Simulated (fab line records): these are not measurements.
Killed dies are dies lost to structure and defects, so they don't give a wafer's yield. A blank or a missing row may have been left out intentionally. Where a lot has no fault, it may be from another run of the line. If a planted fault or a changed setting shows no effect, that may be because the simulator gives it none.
Which tool was responsible? / flow gf180mcu / 33 wafers from 11 lots sampled at 5 of the route's 602 steps

== WHAT THE GAUGES SHOWED, per wafer ==
GF_TOP_METAL_THK_MEAS_06: measures by xrf.
lot=L245; measured=day 28 13:13; on=film-metro-02; TOP_METAL_ALCU_THK (nm)=899 889 915
lot=L246; measured=day 28 22:16; on=film-metro-03; TOP_METAL_ALCU_THK (nm)=907 891 899
lot=L247; measured=day 29 13:44; on=film-metro-02; TOP_METAL_ALCU_THK (nm)=906 901 900
lot=L250; measured=day 30 01:14; on=film-metro-03; TOP_METAL_ALCU_THK (nm)=892 899 902
lot=L251; measured=day 30 07:53; on=film-metro-04; TOP_METAL_ALCU_THK (nm)=909 895 901
lot=L252; measured=day 30 12:32; on=film-metro-02; TOP_METAL_ALCU_THK (nm)=918 925 929
lot=L253; measured=day 30 15:45; on=film-metro-04; TOP_METAL_ALCU_THK (nm)=871 897 873
lot=L254; measured=day 31 06:50; on=film-metro-03; TOP_METAL_ALCU_THK (nm)=898 904 891
lot=L257; measured=day 31 19:30; on=film-metro-02; TOP_METAL_ALCU_THK (nm)=898 905 916
lot=L259; measured=day 32 07:10; on=film-metro-04; TOP_METAL_ALCU_THK (nm)=910 908 911
lot=L265; measured=day 33 20:05; on=film-metro-03; TOP_METAL_ALCU_THK (nm)=916 892 901

GF_PASSIVATION_THK_MEAS_01.
lot=L245; measured=day 29 08:53; on=film-metro-03; PASSIVATION_CVD_00_THK (nm)=1002 1002 1023
lot=L246; measured=day 29 18:28; on=film-metro-03; PASSIVATION_CVD_00_THK (nm)=996 998 1009
lot=L247; measured=day 30 09:23; on=film-metro-03; PASSIVATION_CVD_00_THK (nm)=1018 1019 1018
lot=L250; measured=day 30 20:20; on=film-metro-02; PASSIVATION_CVD_00_THK (nm)=969 981 1011
lot=L251; measured=day 31 02:35; on=film-metro-03; PASSIVATION_CVD_00_THK (nm)=1006 1018 996
lot=L252; measured=day 31 07:55; on=film-metro-02; PASSIVATION_CVD_00_THK (nm)=986 1010 1004
lot=L253; measured=day 31 10:47; on=film-metro-02; PASSIVATION_CVD_00_THK (nm)=1003 996 1004
lot=L254; measured=day 32 00:23; on=film-metro-03; PASSIVATION_CVD_00_THK (nm)=1001 987 1012
lot=L257; measured=day 32 13:14; on=film-metro-02; PASSIVATION_CVD_00_THK (nm)=1106 1108 1113 1108 1107 1112
lot=L259; measured=day 33 00:24; on=film-metro-03; PASSIVATION_CVD_00_THK (nm)=1095 1122 1121 1095 1122 1121
lot=L265; measured=day 34 10:32; on=film-metro-03; PASSIVATION_CVD_00_THK (nm)=980 974 1014

GF_PASSIVATION_THK_MEAS_03.
lot=L245; measured=day 29 09:14; on=film-metro-03; PASSIVATION_CVD_02_THK (nm)=710 691 707
lot=L246; measured=day 29 18:49; on=film-metro-01; PASSIVATION_CVD_02_THK (nm)=700 693 713
lot=L247; measured=day 30 09:44; on=film-metro-02; PASSIVATION_CVD_02_THK (nm)=707 724 729
lot=L250; measured=day 30 20:40; on=film-metro-01; PASSIVATION_CVD_02_THK (nm)=682 688 686
lot=L251; measured=day 31 02:56; on=film-metro-02; PASSIVATION_CVD_02_THK (nm)=704 702 723
lot=L252; measured=day 31 08:16; on=film-metro-01; PASSIVATION_CVD_02_THK (nm)=687 683 689
lot=L253; measured=day 31 11:08; on=film-metro-02; PASSIVATION_CVD_02_THK (nm)=695 703 704
lot=L254; measured=day 32 00:43; on=film-metro-02; PASSIVATION_CVD_02_THK (nm)=688 674 703
lot=L257; measured=day 32 16:50; on=film-metro-02; PASSIVATION_CVD_02_THK (nm)=683 697 702
lot=L259; measured=day 33 03:16; on=film-metro-03; PASSIVATION_CVD_02_THK (nm)=691 701 713
lot=L265; measured=day 34 10:53; on=film-metro-03; PASSIVATION_CVD_02_THK (nm)=693 688 701

== WHICH TOOL RAN EACH LOT (tool, then ch and the chambers of the sampled wafers, then the start) ==
lot=L245; GF_TOP_METAL_SPUTTER_00=pvd-sputter-01, day 28 12:52; GF_PASSIVATION_CVD_00=pecvd-04 ch 0,1, day 29 08:49
lot=L246; GF_TOP_METAL_SPUTTER_00=pvd-sputter-01, day 28 21:55; GF_PASSIVATION_CVD_00=pecvd-04 ch 0,1, day 29 18:23
lot=L247; GF_TOP_METAL_SPUTTER_00=pvd-sputter-01, day 29 13:24; GF_PASSIVATION_CVD_00=pecvd-04 ch 0,1,2, day 30 09:18
lot=L250; GF_TOP_METAL_SPUTTER_00=pvd-sputter-02, day 30 00:53; GF_PASSIVATION_CVD_00=pecvd-01 ch 0,1, day 30 20:15
lot=L251; GF_TOP_METAL_SPUTTER_00=pvd-sputter-03, day 30 07:31; GF_PASSIVATION_CVD_00=pecvd-01 ch 0,1,2, day 31 02:31
lot=L252; GF_TOP_METAL_SPUTTER_00=pvd-sputter-03, day 30 12:12; GF_PASSIVATION_CVD_00=pecvd-04 ch 0,1,2, day 31 07:50
lot=L253; GF_TOP_METAL_SPUTTER_00=pvd-sputter-01, day 30 15:21; GF_PASSIVATION_CVD_00=pecvd-04 ch 0,1,2, day 31 10:41
lot=L254; GF_TOP_METAL_SPUTTER_00=pvd-sputter-02, day 31 06:29; GF_PASSIVATION_CVD_00=pecvd-02 ch 1,2, day 32 00:17
lot=L257; GF_TOP_METAL_SPUTTER_00=pvd-sputter-01, day 31 19:09; GF_PASSIVATION_CVD_00=pecvd-04 ch 0,1, day 32 13:09
lot=L259; GF_TOP_METAL_SPUTTER_00=pvd-sputter-02, day 32 06:48; GF_PASSIVATION_CVD_00=pecvd-04 ch 0,1, day 33 00:18
lot=L265; GF_TOP_METAL_SPUTTER_00=pvd-sputter-02, day 33 19:45; GF_PASSIVATION_CVD_00=pecvd-01 ch 0,1,2, day 34 10:28
- GF_TOP_METAL_SPUTTER_00: material Ti, target thk 37.5 nm, time 150 s.
- GF_PASSIVATION_CVD_00: deposits SiO2 from TEOS, target thk 1000 nm, time 111.95 s.

== WHAT THE TOOLS THEMSELVES READ (means of the sampled wafers that have a number; where no wafer has one, the mark that the record gives instead) ==
GF_TOP_METAL_SPUTTER_00.
lot=L245; tool=pvd-sputter-01; cathode-dc-power-W (W)=3999.6; chamber-pressure-pa (Pa)=2.003; throttle-valve-pct (%)=29.5
lot=L246; tool=pvd-sputter-01; cathode-dc-power-W (W)=4000.9; chamber-pressure-pa (Pa)=1.999; throttle-valve-pct (%)=30.1
lot=L247; tool=pvd-sputter-01; cathode-dc-power-W (W)=4000.0; chamber-pressure-pa (Pa)=2.000; throttle-valve-pct (%)=30.2
lot=L250; tool=pvd-sputter-02; cathode-dc-power-W (W)=3999.5; chamber-pressure-pa (Pa)=2.000; throttle-valve-pct (%)=30.1
lot=L251; tool=pvd-sputter-03; cathode-dc-power-W (W)=3999.9; chamber-pressure-pa (Pa)=2.002; throttle-valve-pct (%)=30.3
lot=L252; tool=pvd-sputter-03; cathode-dc-power-W (W)=3999.5; chamber-pressure-pa (Pa)=2.000; throttle-valve-pct (%)=30.3
lot=L253; tool=pvd-sputter-01; cathode-dc-power-W (W)=4000.2; chamber-pressure-pa (Pa)=2.001; throttle-valve-pct (%)=30.6
lot=L254; tool=pvd-sputter-02; cathode-dc-power-W (W)=4000.4; chamber-pressure-pa (Pa)=2.003; throttle-valve-pct (%)=30.9
lot=L257; tool=pvd-sputter-01; cathode-dc-power-W (W)=4000.8; chamber-pressure-pa (Pa)=1.999; throttle-valve-pct (%)=29.9
lot=L259; tool=pvd-sputter-02; cathode-dc-power-W (W)=4000.3; chamber-pressure-pa (Pa)=1.995; throttle-valve-pct (%)=30.8
lot=L265; tool=pvd-sputter-02; cathode-dc-power-W (W)=4000.4; chamber-pressure-pa (Pa)=2.003; throttle-valve-pct (%)=31.3

GF_PASSIVATION_CVD_00.
lot=L245; tool=pecvd-04; heater-power-w (W)=643; rf-fwd-power-W (W)=598.3
lot=L246; tool=pecvd-04; heater-power-w (W)=649; rf-fwd-power-W (W)=597.2
lot=L247; tool=pecvd-04; heater-power-w (W)=716; rf-fwd-power-W (W)=597.4
lot=L250; tool=pecvd-01; heater-power-w (W)=731; rf-fwd-power-W (W)=595.9
lot=L251; tool=pecvd-01; heater-power-w (W)=747; rf-fwd-power-W (W)=595.7
lot=L252; tool=pecvd-04; heater-power-w (W)=718; rf-fwd-power-W (W)=598.8
lot=L253; tool=pecvd-04; heater-power-w (W)=669; rf-fwd-power-W (W)=597.6
lot=L254; tool=pecvd-02; heater-power-w (W)=674; rf-fwd-power-W (W)=596.8
lot=L257; tool=pecvd-04; heater-power-w (W)=530; rf-fwd-power-W (W)=838.8
lot=L259; tool=pecvd-04; heater-power-w (W)=589; rf-fwd-power-W (W)=837.3
lot=L265; tool=pecvd-01; heater-power-w (W)=752; rf-fwd-power-W (W)=595.9

== THE ANSWER, worked out from the rows above alone ==
Rule: what is usual is taken from the lots themselves. The widest of any qualifying gaps counts: lots, ordered by their means at a reading, are off when they make up no more than a third of the lots, leave a main group of 4 or more, and stand apart from it by 3 or more times the standard deviation of that group's means. If all means in a main group match to the digits the tables above print for the reading, that group is not used. Also off: a lot with no number at a reading for which 4 or more lots have one. The other lots that the step has rows for count as sound. The gauges are gone through in route order, then the tools' own readings, and for those a lot's mean is taken as printed above. At the first step where some lot is off, the reading lying furthest off is the one used; lots without a number count as furthest.
Off: L257, L259, seen at GF_PASSIVATION_THK_MEAS_01 (PASSIVATION_CVD_00_THK). Main group: mean 1001 nm, sd 9.
If a tool, at a process step before that reading, ran all the lots that are off and no sound lot after the first of them, it fits. Not tried: the gauges at GF_PASSIVATION_THK_MEAS_01; whatever is off there is also off at GF_PASSIVATION_CVD_00, on other tools, and gauge error can't account for it. One fits: pecvd-04 at GF_PASSIVATION_CVD_00. Its last sound lot is L253 (day 31 10:41), its first lot that is off L257 (day 32 13:09): a fault that began between those two fits.
On the lots that are off, the tool's own readings at GF_PASSIVATION_CVD_00 differ by more than 5 times the standard deviation of the sound lots' means, which bears it out; rf-fwd-power-W reads 838.0 W there versus 597.1 W on the sound lots.

== WHAT HAD BEEN PUT IN BY THE SIMULATOR ==
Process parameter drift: pecvd-04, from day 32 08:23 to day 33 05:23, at GF_PASSIVATION_CVD_00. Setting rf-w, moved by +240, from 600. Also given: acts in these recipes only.
Shown lots that were struck: L257, L259. The rule given above showed the same thing.
